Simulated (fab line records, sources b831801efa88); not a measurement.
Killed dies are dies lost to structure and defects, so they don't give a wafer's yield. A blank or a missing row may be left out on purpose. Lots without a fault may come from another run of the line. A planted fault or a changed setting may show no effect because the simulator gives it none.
fab line records | flow sky130
record lots=13 wafers=37 last_day=50
route steps=708 shown FIELD_ISO@3 NWELL@77 METAL1@451
lots that met no fault: from a run of the same line without faults
start_h: hours from the record's first day to the start of the lot's first wafer shown | wait_h: hours since the lot's step before | " the same as in the row above | L1.1+2: a row that stands for several wafers | - no value, or no start given | * or withheld: withheld | < > ~ a bound
route shown NAME@n: a module of which the file shows steps, and the number in the route of the first | usual: mean/standard deviation of fault-free wafers | same: alike in all rows | chamber/n: place in a boat | sites: the reading at each site | _std_site: their standard deviation | _edge_site: outer sites' mean less inner sites' | radius_mm: how far each site lies from the wafer's centre | mask NAME#n: copy n | behind: the tool/chamber that last shaped the wafer | hold: why the lot was held/for how many hours/how that ended | device: the transistor (n, p or np) that didn't switch | end of line: the same wafers' tests at the end of the route | a step without rows: its recipe alone | killed: dies lost to structure and defects at the first sort, not the wafer's yield | map: a wafer's dies, x killed, . not, _ none there
set.NAME: the setting as run; set.NAME@STEP: as run at that earlier step | model.NAME: the simulator's own value behind a step, which no gauge read
steps of the route over a sample of lots; a table a step, a row a wafer
services: from which hour (start_h, from the record's first day; less than 0 if before it) a tool's chamber was out of use, for how many hours, and why
## steps
# step SKY_FIELD_ISO_THK_MEAS_02
# recipe reads=SiO2_of_FIELD_ISO_OXIDATION_01
# usual FIELD_ISO_OXIDATION_00_THK=11.92/0.18
# columns lot.wafer tool chamber start_h wait_h FIELD_ISO_OXIDATION_00_THK[nm]
L423.3 film_metro-03 - 12.37 0.0 11.88
L423.4 " - " " 11.79
L423.5 " - " " 11.89
L424.1 film_metro-03 - 17.34 0.0 11.58
L424.4 " - " " 11.67
L424.6 " - " " 11.66
L426.1 film_metro-02 - 26.98 0.0 11.80
L426.5 " - " " 11.92
L426.6 " - " " 11.99
L428.1 film_metro-03 - 36.85 0.0 11.86
L428.4 " - " " 11.98
L428.6 " - " " 11.82
L430.2 film_metro-01 - 46.64 0.0 11.90
L430.3 " - " " 11.73
L430.6 " - " " 11.89
L433.2 film_metro-02 - 61.64 0.0 11.92
L433.3 " - " " 12.03
L433.5 " - " " 11.79
L439.1 film_metro-01 - 91.63 0.0 11.77
L439.3 " - " " 11.96
L439.4 " - " " 11.85
L440.4 film_metro-01 - 96.66 0.0 12.40
L440.6 " - " " 12.37
L441.2 film_metro-03 - 101.64 0.0 12.20
L441.4 " - " " 12.35
L442.1 film_metro-02 - 106.63 0.0 11.82
L442.4 " - " " 11.77
L442.5 " - " " 11.86
L443.2 film_metro-03 - 112.41 0.0 12.17
L443.4 " - " " 12.10
L443.6 " - " " 12.09
L444.1 film_metro-03 - 117.54 0.0 11.86
L444.3 " - " " 11.90
L444.5 " - " " 11.85
L445.1 film_metro-01 - 121.63 0.0 12.01
L445.3 " - " " 11.68
L445.6 " - " " 11.73
# step SKY_FIELD_ISO_ETCH_15
# recipe chemistry=CHF3/O2 target_depth_nm=180 stop_on=Si source_w=600 bias_w=200 pressure_mtorr=40 chf3_flow_sccm=50 O2_flow_sccm=5 time_s=72
# usual drypump_motor_current_A=5.8/0.35 oes_product_au=0.948/0.0068 throttle_valve_pct=8.844/0.0092
# same time_s=72
# columns lot.wafer tool chamber start_h wait_h drypump_motor_current_A oes_product_au rf_hours_counter_h throttle_valve_pct
L423.3 rie_diel-03 1 28.70 0.0 5.3 0.944 1 8.840
L423.4 " 3 " " 6.3 0.947 146 8.852
L423.5 " 1 " " 5.3 0.953 - 8.840
L424.1 rie_diel-03 3 34.06 0.0 6.3 0.953 147 8.833
L424.4 " 1 " " 5.3 0.949 - 8.844
L424.6 " 0 " " 5.8 0.942 - 8.840
L426.1 rie_diel-03 3 45.21 0.0 6.3 0.952 147 8.847
L426.5 " 2 " " 5.5 0.954 - 8.862
L426.6 " 3 " " 6.3 0.960 - 8.846
L428.1 rie_diel-04 3 55.71 0.0 5.4 0.948 88 8.837
L428.4 " 2 " " 6.5 0.949 - 8.849
L428.6 " 0 " " 5.9 0.951 - 8.851
L430.2 rie_diel-04 3 64.88 0.0 5.4 0.948 88 8.859
L430.3 " 0 " " 5.9 0.953 120 8.849
L430.6 " 0 " " 5.9 0.945 - 8.852
L433.2 rie_diel-04 1 79.77 0.0 5.8 0.945 40 8.852
L433.3 " 2 " " 6.4 0.946 41 8.842
L433.5 " 2 " " 6.4 0.932 - 8.850
L439.1 rie_diel-03 0 111.68 0.0 5.8 0.951 6 8.856
L439.3 " 3 " " 6.3 0.957 148 8.857
L439.4 " 2 " " 5.5 0.953 67 8.840
L440.4 rie_diel-01 2 116.01 0.0 6.0 0.928 152 8.835
L440.6 " 3 " " 5.7 0.928 - 8.840
L441.2 rie_diel-03 2 122.08 0.0 5.5 0.946 68 8.835
L441.4 " 1 " " 5.3 0.939 - 8.843
L442.1 rie_diel-01 3 126.54 0.0 5.6 0.947 6 8.846
L442.4 " 0 " " 6.0 0.937 42 8.831
L442.5 " 2 " " 5.9 0.949 - 8.860
L443.2 rie_diel-01 1 134.46 0.0 6.0 0.948 43 8.824
L443.4 " 3 " " 5.6 0.950 - 8.846
L443.6 " 1 " " 6.0 0.948 - 8.851
L444.1 rie_diel-04 0 138.89 0.0 5.8 0.956 121 8.843
L444.3 " 1 " " 5.8 0.946 41 8.850
L444.5 " 2 " " 6.4 0.945 - 8.843
L445.1 rie_diel-04 1 143.33 0.0 5.8 0.957 41 8.815
L445.3 " 3 " " 5.3 0.953 89 8.851
L445.6 " 3 " " 5.4 0.956 - 8.847
# step SKY_NWELL_IMPLANT_24
# recipe species=B energy_kev=140 dose_cm2=9.2e+12 tilt_deg=withheld
# usual beam_on_s=9.99/0.21 faraday_current_uA=52.0/1.1
# columns lot.wafer tool chamber start_h wait_h beam_on_s faraday_current_uA
L423.3 implanter-01 0 101.64 0.1 9.89 52.6
L423.4 " 0 " " 9.93 52.3
L423.5 " 0 " " 10.17 50.7
L424.1 implanter-04 0 107.50 0.0 9.92 52.3
L424.4 " 0 " " 10.38 49.9
L424.6 " 0 " " 9.90 52.5
L426.1 implanter-04 0 119.61 0.0 10.11 51.1
L426.5 " 0 " " 10.04 51.5
L426.6 " 0 " " 9.84 52.6
L428.1 implanter-01 0 132.81 0.0 10.03 51.7
L428.4 " 0 " " 10.14 51.1
L428.6 " 0 " " 9.89 52.6
L430.2 implanter-01 0 142.58 0.0 9.86 53.0
L430.3 " 0 " " 9.31 55.3
L430.6 " 0 " " 9.91 52.6
L433.2 implanter-04 0 162.98 0.0 10.36 50.1
L433.3 " 0 " " 9.67 53.5
L433.5 " 0 " " 9.61 53.8
L439.1 implanter-01 0 196.35 0.0 10.29 50.3
L439.3 " 0 " " 7.69 67.8
L439.4 " 0 " " 7.69 67.6
L440.4 implanter-01 0 201.18 0.1 7.40 69.9
L440.6 " 0 " " 9.95 52.4
L441.2 implanter-01 0 205.48 0.0 10.09 51.3
L441.4 " 0 " " 7.58 68.4
L442.1 implanter-04 0 210.86 0.0 9.93 52.3
L442.4 " 0 " " 9.69 53.4
L442.5 " 0 " " 10.18 50.9
L443.2 implanter-03 0 221.43 0.0 9.84 52.6
L443.4 " 0 " " 9.94 52.2
L443.6 " 0 " " 10.06 51.6
L444.1 implanter-03 0 225.50 0.0 9.87 52.4
L444.3 " 0 " " 9.94 51.9
L444.5 " 0 " " 9.84 52.8
L445.1 implanter-03 0 230.41 0.0 10.19 51.0
L445.3 " 0 " " 10.13 51.1
L445.6 " 0 " " 9.89 52.4
# step SKY_NWELL_TW_MEAS_26
# usual NWELL_2_TW=502/4
# columns lot.wafer tool chamber start_h wait_h NWELL_2_TW
L423.3 film_metro-02 - 101.86 0.1 501
L423.4 " - " " 497
L423.5 " - " " 497
L424.1 film_metro-01 - 107.75 0.1 500
L424.4 " - " " 500
L424.6 " - " " 502
L426.1 film_metro-01 - 119.86 0.1 500
L426.5 " - " " 500
L426.6 " - " " 496
L428.1 film_metro-01 - 133.06 0.1 501
L428.4 " - " " 499
L428.6 " - " " 498
L430.2 film_metro-01 - 142.82 0.1 501
L430.3 " - " " 501
L430.6 " - " " 501
L433.2 film_metro-04 - 163.22 0.1 500
L433.3 " - " " 504
L433.5 " - " " 505
L439.1 film_metro-04 - 196.60 0.1 508
L439.3 " - " " 471
L439.4 " - " " 467
L440.4 film_metro-04 - 201.39 0.1 468
L440.6 " - " " 507
L441.2 film_metro-02 - 205.72 0.1 499
L441.4 " - " " 453
L442.1 film_metro-02 - 211.11 0.1 495
L442.4 " - " " 497
L442.5 " - " " 498
L443.2 film_metro-01 - 221.67 0.1 499
L443.4 " - " " 503
L443.6 " - " " 501
L444.1 film_metro-01 - 225.75 0.1 501
L444.3 " - " " 498
L444.5 " - " " 498
L445.1 film_metro-02 - 230.66 0.1 503
L445.3 " - " " 503
L445.6 " - " " 502
# step SKY_METAL1_DESCUM_17
# recipe chemistry=O2 source_power_w=150 bias_power_w=0 pressure_mtorr=10 temp_c=40 time_s=8
# usual drypump_motor_current_A=6.0/0.37 oes_product_au=1.000/0.0096
# same time_s=8
# columns lot.wafer tool chamber start_h wait_h drypump_motor_current_A oes_product_au rf_hours_counter_h
L423.3 rie_metal-01 0 752.30 0.0 5.8 0.986 -
L423.4 " 1 " " 6.4 1.009 -
L423.5 " 1 " " 6.4 1.003 -
L424.1 rie_metal-03 0 753.44 0.0 6.4 1.004 8
L424.4 " 1 " " 5.4 1.005 -
L424.6 " 1 " " 5.4 0.993 -
L426.1 rie_metal-02 1 774.38 0.0 6.2 1.002 6
L426.5 " 0 " " 5.7 1.011 -
L426.6 " 1 " " 6.2 0.997 -
L428.1 rie_metal-02 0 789.79 0.0 5.7 1.005 6
L428.4 " 1 " " 6.2 0.989 -
L428.6 " 1 " " 6.2 0.987 -
L430.2 rie_metal-01 1 805.19 0.0 6.4 1.014 14
L430.3 " 1 " " 6.4 1.014 -
L430.6 " 0 " " 5.8 0.998 -
L433.2 rie_metal-03 0 827.57 0.0 6.3 1.010 11
L433.3 " 0 " " 6.4 1.003 -
L433.5 " 1 " " 5.4 1.019 -
L439.1 rie_metal-02 1 872.98 0.0 6.2 0.991 11
L439.3 " 0 " " 5.7 0.998 -
L439.4 " 1 " " 6.2 0.985 -
L440.4 rie_metal-02 1 874.64 0.0 6.2 0.991 -
L440.6 " 1 " " 6.2 0.992 -
L441.2 rie_metal-02 1 884.93 0.0 6.2 0.987 12
L441.4 " 1 " " 6.2 0.993 -
L443.2 rie_metal-01 0 905.44 0.0 5.8 1.001 11
L443.4 " 0 " " 5.8 0.997 -
L443.6 " 1 " " 6.4 1.008 -
L442.1 rie_metal-01 1 908.22 0.0 6.4 1.014 1
L442.4 " 1 " " 6.4 1.013 -
L442.5 " 1 " " 6.4 1.011 -
L444.1 rie_metal-03 1 916.64 0.0 5.4 1.001 15
L444.3 " 1 " " 5.4 0.993 -
L444.5 " 1 " " 5.4 1.000 -
L445.1 rie_metal-01 1 918.47 0.0 6.4 1.012 1
L445.3 " 1 " " 6.4 1.007 -
L445.6 " 0 " " 5.8 0.992 -
## services
# columns tool chamber start_h hours kind
rie_metal-01 - 5.73 1.4 pm
rie_metal-01 - 25.55 0.2 repair
rie_metal-01 - 32.49 0.4 repair
rie_metal-01 - 33.81 0.7 repair
rie_diel-04 1 53.32 6.8 repair
implanter-01 - 59.52 7.6 pm
rie_diel-04 - 60.75 1.6 repair
rie_metal-01 0 82.94 3.5 repair
rie_metal-01 0 121.19 1.8 repair
implanter-01 - 151.28 6.5 pm
rie_metal-01 1 167.24 11.4 repair
implanter-01 - 208.20 6.0 repair
implanter-01 - 295.87 6.3 repair
rie_metal-01 - 317.18 14.6 pm
implanter-01 - 355.08 3.9 repair
rie_metal-01 - 360.56 0.6 repair
rie_diel-04 1 363.96 4.1 repair
rie_metal-01 0 369.91 18.0 repair
implanter-01 - 377.12 2.4 repair
rie_diel-04 0 423.56 8.2 repair
rie_diel-04 0 490.78 8.1 repair
implanter-01 - 607.79 1.2 repair
implanter-01 - 640.28 4.1 pm
implanter-01 - 831.18 2.9 repair
## key
first_sign step=SKY_NWELL_IMPLANT_24 reading=faraday_current_uA direction=up sigmas=15 usual=52.0 struck=68.4
effect step=SKY_NWELL_IMPLANT_24 reading=beam_on_s direction=down sigmas=11 usual=9.99 struck=7.59
effect step=SKY_NWELL_TW_MEAS_26 reading=NWELL_2_TW direction=down sigmas=9.4 usual=502 struck=465
met_at SKY_NWELL_IMPLANT_24
struck_lots L439,L440,L441
struck_wafers L439.3,L439.4,L440.4,L441.4
tester_left_out L439,L440,L441
not_acting_at SKY_FIELD_ISO_THK_MEAS_02,SKY_FIELD_ISO_ETCH_15,SKY_METAL1_DESCUM_17
onset_between 142.58 196.35
fault kind=process_parameter_drift tool=implanter-01 chamber=- onset_h=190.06 steps=SKY_NWELL_IMPLANT_24 channel=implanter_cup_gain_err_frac offset=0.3 shape=step end_h=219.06 scope=struck_wafers_only
# tester_left_out: of these lots the tester's yield and bins aren't shown, on N5 and GAA mostly nor the transistor test; their killed dies are dies lost to structure and defects alone, not to doping, threshold or leakage, so they don't give the yield
